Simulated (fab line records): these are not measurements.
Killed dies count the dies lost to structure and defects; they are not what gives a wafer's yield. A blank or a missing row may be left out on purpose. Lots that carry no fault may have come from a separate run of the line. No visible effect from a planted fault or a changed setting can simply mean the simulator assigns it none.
Which of the tools did it? || flow sfq_line || 42 wafers from 14 lots sampled at 4 of the route's 325 steps

## WHAT THE GAUGES READ, wafer by wafer
Not one reading of a measure or inspect step in the record can be checked against a usual standard deviation.

## TOOL THAT RAN EACH LOT (tool first, then ch and the chambers of the sampled wafers, then the start)
{"lot": "L790", "SFQ_TRILAYER_M3_BARC_OPEN_METAL_ETCH_100": "rie_metal-03 ch 0, day 42 23:01", "SFQ_TRILAYER_M3_ETCH_METAL_ETCH_078": "rie_metal-03 ch 0, day 42 23:08", "SFQ_TRILAYER_I3_VIA_LITHO_EXPOSE_086": "krf_scanner-02 ch 0, day 43 08:34", "SFQ_TRILAYER_I3_VIA_ETCH_VIA_ETCH_088": "rie_diel-03 ch 0,3, day 43 10:08"}
{"lot": "L791", "SFQ_TRILAYER_M3_BARC_OPEN_METAL_ETCH_100": "rie_metal-04 ch 0,1, day 43 09:49", "SFQ_TRILAYER_M3_ETCH_METAL_ETCH_078": "rie_metal-04 ch 0,1, day 43 09:53", "SFQ_TRILAYER_I3_VIA_LITHO_EXPOSE_086": "krf_scanner-02 ch 0, day 43 16:00", "SFQ_TRILAYER_I3_VIA_ETCH_VIA_ETCH_088": "rie_diel-03 ch 1,2, day 43 17:35"}
{"lot": "L792", "SFQ_TRILAYER_M3_BARC_OPEN_METAL_ETCH_100": "rie_metal-04 ch 0,1, day 43 12:13", "SFQ_TRILAYER_M3_ETCH_METAL_ETCH_078": "rie_metal-04 ch 0,1, day 43 12:17", "SFQ_TRILAYER_I3_VIA_LITHO_EXPOSE_086": "krf_scanner-02 ch 0, day 43 18:32", "SFQ_TRILAYER_I3_VIA_ETCH_VIA_ETCH_088": "rie_diel-03 ch 1,2,3, day 43 19:54"}
{"lot": "L793", "SFQ_TRILAYER_M3_BARC_OPEN_METAL_ETCH_100": "rie_metal-02 ch 0,1, day 44 05:01", "SFQ_TRILAYER_M3_ETCH_METAL_ETCH_078": "rie_metal-02 ch 0,1, day 44 05:05", "SFQ_TRILAYER_I3_VIA_LITHO_EXPOSE_086": "krf_scanner-01 ch 0, day 44 13:13", "SFQ_TRILAYER_I3_VIA_ETCH_VIA_ETCH_088": "rie_diel-03 ch 0,2,3, day 44 14:35"}
{"lot": "L794", "SFQ_TRILAYER_M3_BARC_OPEN_METAL_ETCH_100": "rie_metal-02 ch 0,1, day 44 23:09", "SFQ_TRILAYER_M3_ETCH_METAL_ETCH_078": "rie_metal-02 ch 0,1, day 44 23:13", "SFQ_TRILAYER_I3_VIA_LITHO_EXPOSE_086": "krf_scanner-01 ch 0, day 45 16:57", "SFQ_TRILAYER_I3_VIA_ETCH_VIA_ETCH_088": "rie_diel-02 ch 0,2, day 45 18:31"}
{"lot": "L795", "SFQ_TRILAYER_M3_BARC_OPEN_METAL_ETCH_100": "rie_metal-02 ch 0,1, day 45 15:57", "SFQ_TRILAYER_M3_ETCH_METAL_ETCH_078": "rie_metal-02 ch 0,1, day 45 16:01", "SFQ_TRILAYER_I3_VIA_LITHO_EXPOSE_086": "krf_scanner-01 ch 0, day 46 02:20", "SFQ_TRILAYER_I3_VIA_ETCH_VIA_ETCH_088": "rie_diel-02 ch 0,2,3, day 46 03:55"}
{"lot": "L796", "SFQ_TRILAYER_M3_BARC_OPEN_METAL_ETCH_100": "rie_metal-02 ch 0,1, day 45 19:33", "SFQ_TRILAYER_M3_ETCH_METAL_ETCH_078": "rie_metal-02 ch 0,1, day 45 19:37", "SFQ_TRILAYER_I3_VIA_LITHO_EXPOSE_086": "krf_scanner-01 ch 0, day 46 05:16", "SFQ_TRILAYER_I3_VIA_ETCH_VIA_ETCH_088": "rie_diel-04 ch 0,1,3, day 46 06:38"}
{"lot": "L797", "SFQ_TRILAYER_M3_BARC_OPEN_METAL_ETCH_100": "rie_metal-04 ch 0, day 46 13:33", "SFQ_TRILAYER_M3_ETCH_METAL_ETCH_078": "rie_metal-04 ch 0, day 46 13:37", "SFQ_TRILAYER_I3_VIA_LITHO_EXPOSE_086": "krf_scanner-02 ch 0, day 52 11:19", "SFQ_TRILAYER_I3_VIA_ETCH_VIA_ETCH_088": "rie_diel-02 ch 2,3, day 52 12:42"}
{"lot": "L798", "SFQ_TRILAYER_M3_BARC_OPEN_METAL_ETCH_100": "rie_metal-04 ch 0,1, day 46 18:22", "SFQ_TRILAYER_M3_ETCH_METAL_ETCH_078": "rie_metal-04 ch 0,1, day 46 18:27", "SFQ_TRILAYER_I3_VIA_LITHO_EXPOSE_086": "krf_scanner-02 ch 0, day 52 17:31", "SFQ_TRILAYER_I3_VIA_ETCH_VIA_ETCH_088": "rie_diel-03 ch 0,1, day 52 18:42"}
{"lot": "L800", "SFQ_TRILAYER_M3_BARC_OPEN_METAL_ETCH_100": "rie_metal-02 ch 0,1, day 47 02:57", "SFQ_TRILAYER_M3_ETCH_METAL_ETCH_078": "rie_metal-02 ch 0,1, day 47 03:02", "SFQ_TRILAYER_I3_VIA_LITHO_EXPOSE_086": "krf_scanner-02 ch 0, day 53 00:43", "SFQ_TRILAYER_I3_VIA_ETCH_VIA_ETCH_088": "rie_diel-04 ch 0,1, day 53 01:54"}
{"lot": "L803", "SFQ_TRILAYER_M3_BARC_OPEN_METAL_ETCH_100": "rie_metal-04 ch 0,1, day 47 18:33", "SFQ_TRILAYER_M3_ETCH_METAL_ETCH_078": "rie_metal-04 ch 0,1, day 47 18:38", "SFQ_TRILAYER_I3_VIA_LITHO_EXPOSE_086": "krf_scanner-02 ch 0, day 53 17:31", "SFQ_TRILAYER_I3_VIA_ETCH_VIA_ETCH_088": "rie_diel-02 ch 0,1,3, day 53 18:42"}
{"lot": "L807", "SFQ_TRILAYER_M3_BARC_OPEN_METAL_ETCH_100": "rie_metal-03 ch 0,1, day 48 22:16", "SFQ_TRILAYER_M3_ETCH_METAL_ETCH_078": "rie_metal-03 ch 0,1, day 48 22:19", "SFQ_TRILAYER_I3_VIA_LITHO_EXPOSE_086": "krf_scanner-02, day 54 17:07", "SFQ_TRILAYER_I3_VIA_ETCH_VIA_ETCH_088": "rie_diel-02 ch 0,1,2, day 54 18:42"}
{"lot": "L808", "SFQ_TRILAYER_M3_BARC_OPEN_METAL_ETCH_100": "rie_metal-02 ch 0,1, day 49 15:11", "SFQ_TRILAYER_M3_ETCH_METAL_ETCH_078": "rie_metal-02 ch 0,1, day 49 15:14", "SFQ_TRILAYER_I3_VIA_LITHO_EXPOSE_086": "krf_scanner-02, day 55 02:55", "SFQ_TRILAYER_I3_VIA_ETCH_VIA_ETCH_088": "rie_diel-02 ch 1,2, day 55 04:18"}
{"lot": "L813", "SFQ_TRILAYER_M3_BARC_OPEN_METAL_ETCH_100": "rie_metal-04 ch 0,1, day 51 05:35", "SFQ_TRILAYER_M3_ETCH_METAL_ETCH_078": "rie_metal-04 ch 0,1, day 51 05:38", "SFQ_TRILAYER_I3_VIA_LITHO_EXPOSE_086": "krf_scanner-01 ch 0, day 56 13:39", "SFQ_TRILAYER_I3_VIA_ETCH_VIA_ETCH_088": "rie_diel-02 ch 0,1,3, day 56 15:02"}
- SFQ_TRILAYER_M3_BARC_OPEN_METAL_ETCH_100: etches BARC in O2, target depth 125 nm, time 41.7 s.
- SFQ_TRILAYER_M3_ETCH_METAL_ETCH_078: etches Nb in Cl2/Ar, stops on SiO2, target depth 240 nm, time 120 s.
- SFQ_TRILAYER_I3_VIA_LITHO_EXPOSE_086: exposes mask I3, target cd 500 nm.
- SFQ_TRILAYER_I3_VIA_ETCH_VIA_ETCH_088: etches SiO2 in CHF3, stops on Nb, target depth 260 nm.

## WHAT THE TOOLS THEMSELVES READ (means of the sampled wafers that have a number; where no wafer has one, the mark that the record gives instead)
SFQ_TRILAYER_M3_BARC_OPEN_METAL_ETCH_100. Usual: bias_w 80.00 W, standard deviation 0.24; chamber_pressure_mTorr 10.000 mTorr, standard deviation 0.0098; drypump_motor_current_A 5.63 A, standard deviation 0.29; oes_product_au 0.686 a.u., standard deviation 0.0044.
{"lot": "L790", "tool": "rie_metal-03", "bias_w (W)": 80.02, "chamber_pressure_mTorr (mTorr)": 9.998, "drypump_motor_current_A (A)": 5.93, "oes_product_au (a.u.)": 0.683, "flag": ""}
{"lot": "L791", "tool": "rie_metal-04", "bias_w (W)": 80.07, "chamber_pressure_mTorr (mTorr)": 10.010, "drypump_motor_current_A (A)": 5.54, "oes_product_au (a.u.)": 0.689, "flag": ""}
{"lot": "L792", "tool": "rie_metal-04", "bias_w (W)": 79.85, "chamber_pressure_mTorr (mTorr)": 10.000, "drypump_motor_current_A (A)": 5.27, "oes_product_au (a.u.)": 0.686, "flag": ""}
{"lot": "L793", "tool": "rie_metal-02", "bias_w (W)": 80.02, "chamber_pressure_mTorr (mTorr)": 9.993, "drypump_motor_current_A (A)": 5.73, "oes_product_au (a.u.)": 0.685, "flag": ""}
{"lot": "L794", "tool": "rie_metal-02", "bias_w (W)": 80.37, "chamber_pressure_mTorr (mTorr)": 9.994, "drypump_motor_current_A (A)": 5.72, "oes_product_au (a.u.)": 0.681, "flag": ""}
{"lot": "L795", "tool": "rie_metal-02", "bias_w (W)": 79.91, "chamber_pressure_mTorr (mTorr)": 9.995, "drypump_motor_current_A (A)": 5.65, "oes_product_au (a.u.)": 0.684, "flag": ""}
{"lot": "L796", "tool": "rie_metal-02", "bias_w (W)": 79.95, "chamber_pressure_mTorr (mTorr)": 9.996, "drypump_motor_current_A (A)": 5.68, "oes_product_au (a.u.)": 0.689, "flag": ""}
{"lot": "L797", "tool": "rie_metal-04", "bias_w (W)": 80.24, "chamber_pressure_mTorr (mTorr)": 9.990, "drypump_motor_current_A (A)": 5.02, "oes_product_au (a.u.)": 0.682, "flag": ""}
{"lot": "L798", "tool": "rie_metal-04", "bias_w (W)": 80.08, "chamber_pressure_mTorr (mTorr)": 9.998, "drypump_motor_current_A (A)": 5.55, "oes_product_au (a.u.)": 0.687, "flag": ""}
{"lot": "L800", "tool": "rie_metal-02", "bias_w (W)": 80.02, "chamber_pressure_mTorr (mTorr)": 9.997, "drypump_motor_current_A (A)": 5.72, "oes_product_au (a.u.)": 0.688, "flag": ""}
{"lot": "L803", "tool": "rie_metal-04", "bias_w (W)": 79.75, "chamber_pressure_mTorr (mTorr)": 10.001, "drypump_motor_current_A (A)": 5.55, "oes_product_au (a.u.)": 0.685, "flag": ""}
{"lot": "L807", "tool": "rie_metal-03", "bias_w (W)": "-", "chamber_pressure_mTorr (mTorr)": "-", "drypump_motor_current_A (A)": "-", "oes_product_au (a.u.)": "-", "flag": "OFF"}
{"lot": "L808", "tool": "rie_metal-02", "bias_w (W)": "-", "chamber_pressure_mTorr (mTorr)": "-", "drypump_motor_current_A (A)": "-", "oes_product_au (a.u.)": "-", "flag": "OFF"}
{"lot": "L813", "tool": "rie_metal-04", "bias_w (W)": 80.14, "chamber_pressure_mTorr (mTorr)": 9.988, "drypump_motor_current_A (A)": 5.31, "oes_product_au (a.u.)": 0.683, "flag": ""}

SFQ_TRILAYER_M3_ETCH_METAL_ETCH_078. Usual: bias_w 80.03 W, standard deviation 0.25; chamber_pressure_mTorr 9.998 mTorr, standard deviation 0.0096; drypump_motor_current_A 5.63 A, standard deviation 0.29; oes_product_au 0.892 a.u., standard deviation 0.0083.
{"lot": "L790", "tool": "rie_metal-03", "bias_w (W)": 80.11, "chamber_pressure_mTorr (mTorr)": 9.995, "drypump_motor_current_A (A)": 5.91, "oes_product_au (a.u.)": 0.888, "flag": ""}
{"lot": "L791", "tool": "rie_metal-04", "bias_w (W)": 79.60, "chamber_pressure_mTorr (mTorr)": 10.003, "drypump_motor_current_A (A)": 5.55, "oes_product_au (a.u.)": 0.902, "flag": ""}
{"lot": "L792", "tool": "rie_metal-04", "bias_w (W)": 80.22, "chamber_pressure_mTorr (mTorr)": 10.000, "drypump_motor_current_A (A)": 5.28, "oes_product_au (a.u.)": 0.877, "flag": ""}
{"lot": "L793", "tool": "rie_metal-02", "bias_w (W)": 80.11, "chamber_pressure_mTorr (mTorr)": 10.000, "drypump_motor_current_A (A)": 5.70, "oes_product_au (a.u.)": 0.888, "flag": ""}
{"lot": "L794", "tool": "rie_metal-02", "bias_w (W)": 80.02, "chamber_pressure_mTorr (mTorr)": 10.014, "drypump_motor_current_A (A)": 5.71, "oes_product_au (a.u.)": 0.895, "flag": ""}
{"lot": "L795", "tool": "rie_metal-02", "bias_w (W)": 80.05, "chamber_pressure_mTorr (mTorr)": 9.992, "drypump_motor_current_A (A)": 5.68, "oes_product_au (a.u.)": 0.892, "flag": ""}
{"lot": "L796", "tool": "rie_metal-02", "bias_w (W)": 80.09, "chamber_pressure_mTorr (mTorr)": 9.996, "drypump_motor_current_A (A)": 5.67, "oes_product_au (a.u.)": 0.896, "flag": ""}
{"lot": "L797", "tool": "rie_metal-04", "bias_w (W)": 80.20, "chamber_pressure_mTorr (mTorr)": 9.995, "drypump_motor_current_A (A)": 5.02, "oes_product_au (a.u.)": 0.884, "flag": ""}
{"lot": "L798", "tool": "rie_metal-04", "bias_w (W)": 79.89, "chamber_pressure_mTorr (mTorr)": 10.004, "drypump_motor_current_A (A)": 5.54, "oes_product_au (a.u.)": 0.893, "flag": ""}
{"lot": "L800", "tool": "rie_metal-02", "bias_w (W)": 80.03, "chamber_pressure_mTorr (mTorr)": 9.992, "drypump_motor_current_A (A)": 5.69, "oes_product_au (a.u.)": 0.896, "flag": ""}
{"lot": "L803", "tool": "rie_metal-04", "bias_w (W)": 79.76, "chamber_pressure_mTorr (mTorr)": 9.996, "drypump_motor_current_A (A)": 5.55, "oes_product_au (a.u.)": 0.887, "flag": ""}
{"lot": "L807", "tool": "rie_metal-03", "bias_w (W)": 79.93, "chamber_pressure_mTorr (mTorr)": 9.993, "drypump_motor_current_A (A)": 5.95, "oes_product_au (a.u.)": 0.370, "flag": "OFF"}
{"lot": "L808", "tool": "rie_metal-02", "bias_w (W)": 80.06, "chamber_pressure_mTorr (mTorr)": 10.000, "drypump_motor_current_A (A)": 5.71, "oes_product_au (a.u.)": 0.378, "flag": "OFF"}
{"lot": "L813", "tool": "rie_metal-04", "bias_w (W)": 80.09, "chamber_pressure_mTorr (mTorr)": 10.009, "drypump_motor_current_A (A)": 5.28, "oes_product_au (a.u.)": 0.893, "flag": ""}

SFQ_TRILAYER_I3_VIA_LITHO_EXPOSE_086. Usual: exposure_dose_mJ_cm2 21.300, standard deviation 0.021; focus_offset_nm 0.1 nm, standard deviation 0.52.
{"lot": "L790", "tool": "krf_scanner-02", "exposure_dose_mJ_cm2": 21.307, "focus_offset_nm (nm)": -0.2, "flag": ""}
{"lot": "L791", "tool": "krf_scanner-02", "exposure_dose_mJ_cm2": 21.318, "focus_offset_nm (nm)": 0.6, "flag": ""}
{"lot": "L792", "tool": "krf_scanner-02", "exposure_dose_mJ_cm2": 21.318, "focus_offset_nm (nm)": -0.3, "flag": ""}
{"lot": "L793", "tool": "krf_scanner-01", "exposure_dose_mJ_cm2": 21.307, "focus_offset_nm (nm)": 0.1, "flag": ""}
{"lot": "L794", "tool": "krf_scanner-01", "exposure_dose_mJ_cm2": 21.296, "focus_offset_nm (nm)": 0.7, "flag": ""}
{"lot": "L795", "tool": "krf_scanner-01", "exposure_dose_mJ_cm2": 21.316, "focus_offset_nm (nm)": 0.7, "flag": ""}
{"lot": "L796", "tool": "krf_scanner-01", "exposure_dose_mJ_cm2": 21.308, "focus_offset_nm (nm)": 0.2, "flag": ""}
{"lot": "L797", "tool": "krf_scanner-02", "exposure_dose_mJ_cm2": 21.308, "focus_offset_nm (nm)": -0.8, "flag": ""}
{"lot": "L798", "tool": "krf_scanner-02", "exposure_dose_mJ_cm2": 21.281, "focus_offset_nm (nm)": -0.2, "flag": ""}
{"lot": "L800", "tool": "krf_scanner-02", "exposure_dose_mJ_cm2": 21.287, "focus_offset_nm (nm)": 0.1, "flag": ""}
{"lot": "L803", "tool": "krf_scanner-02", "exposure_dose_mJ_cm2": 21.291, "focus_offset_nm (nm)": -0.1, "flag": ""}
{"lot": "L807", "tool": "krf_scanner-02", "exposure_dose_mJ_cm2": "-", "focus_offset_nm (nm)": "-", "flag": "OFF"}
{"lot": "L808", "tool": "krf_scanner-02", "exposure_dose_mJ_cm2": "-", "focus_offset_nm (nm)": "-", "flag": "OFF"}
{"lot": "L813", "tool": "krf_scanner-01", "exposure_dose_mJ_cm2": 21.288, "focus_offset_nm (nm)": 0.5, "flag": ""}

SFQ_TRILAYER_I3_VIA_ETCH_VIA_ETCH_088. Usual: bias_w 79.96 W, standard deviation 0.24; chamber_pressure_mTorr 30.000 mTorr, standard deviation 0.026; drypump_motor_current_A 5.7 A, standard deviation 0.49; oes_product_au 0.856 a.u., standard deviation 0.0053.
{"lot": "L790", "tool": "rie_diel-03", "bias_w (W)": 79.98, "chamber_pressure_mTorr (mTorr)": 29.989, "drypump_motor_current_A (A)": 6.2, "oes_product_au (a.u.)": 0.858, "flag": ""}
{"lot": "L791", "tool": "rie_diel-03", "bias_w (W)": 79.77, "chamber_pressure_mTorr (mTorr)": 30.003, "drypump_motor_current_A (A)": 5.7, "oes_product_au (a.u.)": 0.858, "flag": ""}
{"lot": "L792", "tool": "rie_diel-03", "bias_w (W)": 80.05, "chamber_pressure_mTorr (mTorr)": 29.969, "drypump_motor_current_A (A)": 6.1, "oes_product_au (a.u.)": 0.855, "flag": ""}
{"lot": "L793", "tool": "rie_diel-03", "bias_w (W)": 80.04, "chamber_pressure_mTorr (mTorr)": 30.008, "drypump_motor_current_A (A)": 6.4, "oes_product_au (a.u.)": 0.852, "flag": ""}
{"lot": "L794", "tool": "rie_diel-02", "bias_w (W)": 79.90, "chamber_pressure_mTorr (mTorr)": 30.021, "drypump_motor_current_A (A)": 5.8, "oes_product_au (a.u.)": 0.855, "flag": ""}
{"lot": "L795", "tool": "rie_diel-02", "bias_w (W)": 79.85, "chamber_pressure_mTorr (mTorr)": 29.999, "drypump_motor_current_A (A)": 5.7, "oes_product_au (a.u.)": 0.854, "flag": ""}
{"lot": "L796", "tool": "rie_diel-04", "bias_w (W)": 80.04, "chamber_pressure_mTorr (mTorr)": 30.004, "drypump_motor_current_A (A)": 5.6, "oes_product_au (a.u.)": 0.855, "flag": ""}
{"lot": "L797", "tool": "rie_diel-02", "bias_w (W)": 79.84, "chamber_pressure_mTorr (mTorr)": 30.022, "drypump_motor_current_A (A)": 5.9, "oes_product_au (a.u.)": 0.857, "flag": ""}
{"lot": "L798", "tool": "rie_diel-03", "bias_w (W)": 79.90, "chamber_pressure_mTorr (mTorr)": 30.006, "drypump_motor_current_A (A)": 5.5, "oes_product_au (a.u.)": 0.851, "flag": ""}
{"lot": "L800", "tool": "rie_diel-04", "bias_w (W)": 79.72, "chamber_pressure_mTorr (mTorr)": 29.997, "drypump_motor_current_A (A)": 5.8, "oes_product_au (a.u.)": 0.849, "flag": ""}
{"lot": "L803", "tool": "rie_diel-02", "bias_w (W)": 79.91, "chamber_pressure_mTorr (mTorr)": 29.994, "drypump_motor_current_A (A)": 5.4, "oes_product_au (a.u.)": 0.863, "flag": ""}
{"lot": "L807", "tool": "rie_diel-02", "bias_w (W)": 80.03, "chamber_pressure_mTorr (mTorr)": 30.005, "drypump_motor_current_A (A)": 5.5, "oes_product_au (a.u.)": 0.374, "flag": "OFF"}
{"lot": "L808", "tool": "rie_diel-02", "bias_w (W)": 80.15, "chamber_pressure_mTorr (mTorr)": 29.997, "drypump_motor_current_A (A)": 5.3, "oes_product_au (a.u.)": 0.377, "flag": "OFF"}
{"lot": "L813", "tool": "rie_diel-02", "bias_w (W)": 79.80, "chamber_pressure_mTorr (mTorr)": 29.984, "drypump_motor_current_A (A)": 5.3, "oes_product_au (a.u.)": 0.859, "flag": ""}

## THE ANSWER, worked out from the rows above alone
Rule: a lot is off if the mean of its wafers that have a number lies more than 3 standard deviations from the usual mean. A lot without any number at a reading at which 4 lots or more have one is off too. Any other lot the step has rows for is counted as sound. Order of review: gauges by route order, followed by the tools' own readings, for which a lot's mean as printed above is used. The first step at which some lot is off is used, and at that step the reading that is off furthest; a lot without a number counts as furthest.
Off: L807, L808, at SFQ_TRILAYER_M3_BARC_OPEN_METAL_ETCH_100 (bias_w). Without a number there: L807, L808.
If a tool, at that step or one of the process steps before it, ran each lot that is off and ran no sound lot following the first of them, it fits. Not one of the candidates tried fits.

## WHAT THE SIMULATOR PUT IN
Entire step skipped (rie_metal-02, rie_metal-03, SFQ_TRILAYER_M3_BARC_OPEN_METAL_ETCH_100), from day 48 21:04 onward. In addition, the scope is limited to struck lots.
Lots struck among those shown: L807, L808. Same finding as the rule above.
